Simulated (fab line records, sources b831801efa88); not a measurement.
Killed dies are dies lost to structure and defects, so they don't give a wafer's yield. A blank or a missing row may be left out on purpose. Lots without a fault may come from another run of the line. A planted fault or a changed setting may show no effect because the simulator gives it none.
A struck lot beside a sound one | flow sky130 | 16 steps out of a route of 708
Sound: wafers L470.2, L470.3, L470.5. Struck: wafer L481.4. (L481.3, L481.5 of the same lot were not struck and are left out.) The cause comes at the end.
At each step with rows: each side's tool, then ch and its chambers, then its first start. Under that, the readings that differ: sound wafers | struck wafers | difference of the means | sigmas: that difference in standard deviations of wafers without a fault.
alike: readings whose means differ by less than 2 such deviations, and words and numbers that are the same on both sides. not compared: withheld readings, readings that some wafer has no value for, bounds like >300 that may hide the same value, and numbers for which the record gives no deviation and whose values overlap.
The two part at a step that has a row with sigmas, a row that says differs or no value, or rows on one side only. Numbers that don't overlap but have no deviation are shown without sigmas and don't part them. A reading that every wafer of one side lacks parts them only if that side has two wafers or more.

first, 1 step without rows for these wafers: SKY_FIELD_ISO_DEVELOP_12 (develop time 60 s).
SKY_FIELD_ISO_CD_MEAS_13: target cd 150 nm.
  sound on cd_sem-02, day 4 02:53; struck on cd_sem-01, day 6 16:09
  alike: cd_nm
SKY_FIELD_ISO_ETCH_14: etches BARC in N2/H2, stops on SiO2, time 45.9 s, target depth 60 nm.
  sound on rie_diel-01 ch 2,3, day 4 02:59; struck on rie_diel-04 ch 2, day 6 16:14
  reading                     | sound       | struck | difference | sigmas
  drypump_motor_current_A (A) | 5.5 5.4 5.4 | 6.4    | +1.0       | +2
  alike: chamber_pressure_mTorr, oes_product_au, throttle_valve_pct
  not compared: rf_hours_counter_h
SKY_FIELD_ISO_ETCH_15: etches the open film in CHF3/O2, stops on Si, target depth 180 nm, time 72 s.
  sound on rie_diel-01 ch 2,3, day 4 03:01; struck on rie_diel-04 ch 2, day 6 16:16
  reading                     | sound             | struck | difference | sigmas
  drypump_motor_current_A (A) | 5.5 5.4 5.4       | 6.4    | +1.0       | +2
  oes_product_au (a.u.)       | 0.949 0.936 0.940 | 0.959  | +0.017     | +3
  alike: chamber_pressure_mTorr, chf3_flow_sccm, throttle_valve_pct
  not compared: rf_hours_counter_h
SKY_FIELD_ISO_STRIP_16: strips in O2/N2.
  sound on plasma_asher-02 ch 1, day 4 03:05; struck on plasma_asher-03 ch 0, day 6 16:22
  reading               | sound             | struck | difference | sigmas
  oes_product_au (a.u.) | 0.382 0.383 0.378 | 0.371  | -0.010     | -2
  alike: chamber_pressure_mTorr, drypump_motor_current_A, o2_flow_sccm, strip_time_to_endpoint_s
  not compared: rf_hours_counter_h
SKY_FIELD_ISO_ETCH_17: etches Si in HBr/Cl2/O2, target depth 342 nm, time 97.7 s.
  sound on rie_si-02 ch 0,1, day 4 03:11; struck on rie_si-02 ch 2, day 6 16:25
  reading                     | sound       | struck | difference | sigmas
  drypump_motor_current_A (A) | 6.2 6.4 6.2 | 4.8    | -1.5       | -2
  alike: chamber_pressure_mTorr, oes_product_au, throttle_valve_pct
  not compared: rf_hours_counter_h
then, 5 steps without rows for these wafers: SKY_FIELD_ISO_WET_ETCH_18 (etches Si3N4 in H3PO4, target depth 25 nm, time 286 s); SKY_FIELD_ISO_CLEAN_19 (cleans in SC1/SC2, time 150 s); SKY_FIELD_ISO_CLEAN_20 (cleans in dHF, time 20 s); SKY_FIELD_ISO_WET_ETCH_21 (etches SiO2 in dHF, target depth 20 nm, time 400 s); SKY_FIELD_ISO_OXIDATION_22 (stabilise 600 s, purge 300 s, target thk 10 nm).
SKY_FIELD_ISO_THK_MEAS_23:
  sound on film_metro-02, day 4 06:31; struck on film_metro-01, day 6 18:00
  alike: FIELD_ISO_OXIDATION_01_THK
SKY_FIELD_ISO_CVD_24: deposits SiO2, target thk 595 nm, time 99.2 s.
  sound on hdpcvd-02 ch 0,1, day 4 06:34; struck on hdpcvd-01 ch 1, day 6 18:02
  reading                                    | sound             | struck | difference | sigmas
  model.SiO2_of_FIELD_ISO_CVD_24.thk_nm (nm) | 600.3 603.1 597.2 | 648.7  | +48.5      |
SKY_FIELD_ISO_THK_MEAS_25:
  sound on film_metro-01, day 4 06:38; struck on film_metro-04, day 6 18:08
  reading                   | sound       | struck | difference | sigmas
  FIELD_ISO_CVD_24_THK (nm) | 600 603 598 | 649    | +49        | +8
then, 1 step without rows for these wafers: SKY_FIELD_ISO_ANNEAL_26 (time 1800 s).
-- the record jumps here: 44 days lie between the struck wafers' starts before and after (it left off in module FIELD_ISO and takes up again in module PAD_OPEN, whose first step shown is number 708 of the route) --
SKY_PAD_OPEN_PROBE_99:
  sound on prober-02, day 48 14:06; struck on prober-02, day 50 21:35
  alike: killed_at_M0_to_M3, killed_at_M4_up, killed_at_contacts, killed_at_front_end, killed_at_other, killed_dies, killed_open, killed_short

WHERE THEY PART
First at SKY_FIELD_ISO_ETCH_14; last, within this record, at SKY_FIELD_ISO_THK_MEAS_25. Later steps at which nothing parts them and some readings are alike: SKY_PAD_OPEN_PROBE_99.

WHY: what the simulator had put in
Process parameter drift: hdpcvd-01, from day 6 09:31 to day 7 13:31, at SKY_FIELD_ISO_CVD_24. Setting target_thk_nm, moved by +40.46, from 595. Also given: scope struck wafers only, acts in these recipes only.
